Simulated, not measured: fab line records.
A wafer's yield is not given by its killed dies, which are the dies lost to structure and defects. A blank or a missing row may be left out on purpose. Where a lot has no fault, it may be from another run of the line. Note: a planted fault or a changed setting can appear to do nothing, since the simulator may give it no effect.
Split-lot study ; flow sky130 ; 5 lots, 23 wafers read, on a route of 708 steps

THE SPLIT ITSELF
At SKY_GATE_OXIDE_IMPLANT_11, the setting dose-cm2 was moved away from the recipe's 2.6e+12 on 5 of the 23 wafers read, by -5.5% to -2.1%. All remaining wafers had this setting at the recipe value.

FROM THE SPLIT TO THE READING: what the file shows between them, 2 steps
- SKY_GATE_OXIDE_WET_ETCH_12: etches SiO2 in dHF, target depth 16.8 nm, time 336 s
- SKY_GATE_OXIDE_STRIP_13: strips in O2/N2

THE READING
GATE_OXIDE_TW, at SKY_GATE_OXIDE_TW_MEAS_14. On this fab line, fault-free wafers typically give 223.6 with a standard deviation of 1.4.

wafer;tool, chamber at the split;dose-cm2 as run;against the recipe;GATE_OXIDE_TW;against lot-mates on the recipe
L074.1;implanter-03, 0;2.457e+12;-5.5%;219.2;-4.1
L074.3;implanter-03, 0;2.457e+12;-5.5%;219.5;-3.8
L074.4;implanter-03, 0;2.457e+12;-5.5%;218.5;-4.8
L074.5;implanter-03, 0;2.6e+12;recipe;223.6;-
L074.6;implanter-03, 0;2.6e+12;recipe;223.0;-
L079.1;implanter-04, 0;2.6e+12;recipe;220.8;-
L079.3;implanter-04, 0;2.6e+12;recipe;222.0;-
L079.4;implanter-04, 0;2.6e+12;recipe;221.2;-
L079.5;implanter-04, 0;2.6e+12;recipe;220.7;-
L079.6;implanter-04, 0;2.6e+12;recipe;220.9;-
L081.2;implanter-03, 0;2.6e+12;recipe;224.8;-
L081.3;implanter-03, 0;2.545e+12;-2.1%;223.0;-1.4
L081.4;implanter-03, 0;2.6e+12;recipe;225.0;-
L081.5;implanter-03, 0;2.6e+12;recipe;223.3;-
L081.6;implanter-03, 0;2.545e+12;-2.1%;224.0;-0.4
L084.1;implanter-03, 0;2.6e+12;recipe;223.4;-
L084.2;implanter-03, 0;2.6e+12;recipe;223.3;-
L084.4;implanter-03, 0;2.6e+12;recipe;223.6;-
L084.5;implanter-03, 0;2.6e+12;recipe;224.7;-
L084.6;implanter-03, 0;2.6e+12;recipe;222.2;-
L085.2;implanter-04, 0;2.6e+12;recipe;223.9;-
L085.3;implanter-04, 0;2.6e+12;recipe;224.9;-
L085.6;implanter-04, 0;2.6e+12;recipe;223.9;-

THE FIT
A straight line over all 23 wafers: GATE_OXIDE_TW changes by +0.668 for each +1% of dose-cm2; r = +0.67; the points scatter about the line by 1.4.
The same after taking each lot's own level away (the mean of its wafers on the recipe; 23 wafers): +0.747 for each +1%; r = +0.91; scatter 0.65.
On that fit, the largest move of dose-cm2 shifts the reading by 4.1.
Measured against the standard deviation above, the lots' own levels, which go from 221.12 to 224.37, span 2.3 times it.
So the lot-to-lot level blurs the effect unless lot-mates are compared.
Check: with one of the wafers moved furthest among these (-5.5%) left out of the fit, the line predicts -4.05 for it against its lot-mates. It came out at -4.1 against them.

OTHER SPLITS ON THESE WAFERS
Other splits were also applied to these wafers ahead of the reading. Each is held against what the fit with the lots' levels taken away leaves over:
other split on the same wafers;wafers away from the commonest value;r with GATE_OXIDE_TW (lot level and that fit taken away)
SKY_VT_ADJUST_HVTR_EXPOSE_04 dose-mj;8;+0.41
SKY_SONOS_TUNNEL_DEVELOP_06 develop-time-s;7;-0.19
SKY_SONOS_ONO_COAT_08 resist-thk-nm;7;-0.06
SKY_SONOS_ONO_ETCH_15 source-w;8;+0.09

THE FILE'S OWN FIT
GATE_OXIDE_TW changes by +0.73 for each +1% of dose-cm2, r = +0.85.
